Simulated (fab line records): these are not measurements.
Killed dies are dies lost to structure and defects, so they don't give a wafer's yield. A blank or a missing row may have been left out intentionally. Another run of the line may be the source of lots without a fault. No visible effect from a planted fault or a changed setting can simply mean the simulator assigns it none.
Split-lot trial ; flow gf180mcu ; 23 wafers read from 5 lots, route of 602 steps

THE SPLIT
At GF_M1_PEB_12 (peb time 90 s), the setting peb time s was moved away from the recipe's 90 s on 6 of the 23 wafers read, by -13.9% to +4.1%. This setting was run at the recipe's value on the other wafers.

FROM SPLIT TO READING: 1 step shown by the file between the two
- GF_M1_DEVELOP_13: develop time 60 s

THE READING
At GF_M1_CD_MEAS_14: cd nm in nanometres, against a target cd of 230 nm. A value of 230.0 nm with a standard deviation of 1.4 nm is what fault-free wafers of this fab line usually give.

wafer;tool, chamber at the split;peb time s as run, s;against the recipe;cd nm, nm;against lot-mates on the recipe
L076.1;litho track-04, 0;90;recipe;230.0;-
L076.2;litho track-04, 0;90;recipe;229.4;-
L076.3;litho track-04, 0;93.67;+4.1%;229.0;-0.8
L076.4;litho track-04, 0;90;recipe;230.0;-
L076.6;litho track-04, 0;93.67;+4.1%;228.2;-1.6
L079.2;litho track-04, 0;90;recipe;228.8;-
L079.4;litho track-04, 0;90;recipe;228.4;-
L079.5;litho track-04, 0;90;recipe;229.0;-
L081.1;litho track-03, 0;90;recipe;232.3;-
L081.2;litho track-03, 0;90;recipe;232.9;-
L081.3;litho track-03, 0;90;recipe;232.9;-
L081.4;litho track-03, 0;90;recipe;232.6;-
L081.6;litho track-03, 0;90;recipe;233.0;-
L080.1;litho track-02, 0;90;recipe;229.5;-
L080.2;litho track-02, 0;77.5;-13.9%;232.8;+4.5
L080.3;litho track-02, 0;77.5;-13.9%;231.6;+3.3
L080.5;litho track-02, 0;90;recipe;227.8;-
L080.6;litho track-02, 0;90;recipe;227.5;-
L083.1;litho track-02, 0;90;recipe;230.4;-
L083.2;litho track-02, 0;85.9;-4.6%;230.4;+1.0
L083.4;litho track-02, 0;85.9;-4.6%;230.6;+1.2
L083.5;litho track-02, 0;90;recipe;229.0;-
L083.6;litho track-02, 0;90;recipe;228.7;-

THE FIT
A straight line over all 23 wafers: cd nm changes by -0.167 nm for each +1% of peb time s; r = -0.41; the points scatter about the line by 1.7 nm.
The same after taking each lot's own level away (the mean of its wafers on the recipe; 23 wafers): -0.282 nm for each +1%; r = -0.92; scatter 0.53 nm.
The reading moves by 3.9 nm for the largest change in peb time s, on that fit.
Measured against the standard deviation above, the lots' own levels, which go from 228.27 to 232.74 nm, span 3.2 times it.
So the lot-to-lot level blurs the effect unless lot-mates are compared.
Check: +3.44 nm against its lot-mates is what the line predicts for one of the wafers moved furthest among these (-13.9%) when that wafer is left out of the fit. Against them it came out at +4.53 nm.

THESE WAFERS: OTHER SPLITS
These wafers also went through other splits before the reading. Each is held against what the fit with the lots' levels taken away leaves over:
other split on the same wafers;wafers away from the commonest value;r with cd nm (lot level and that fit taken away)
GF_CONTACT_CMP_04 leave above ref nm;7;+0.11
GF_CONTACT_EXPOSE_11 dose mj;7;-0.07
GF_CONTACT_SPUTTER_22 power w;10;+0.18

THE FILE'S OWN FIT
cd nm changes by -0.283 nm for each +1% of peb time s, r = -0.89.
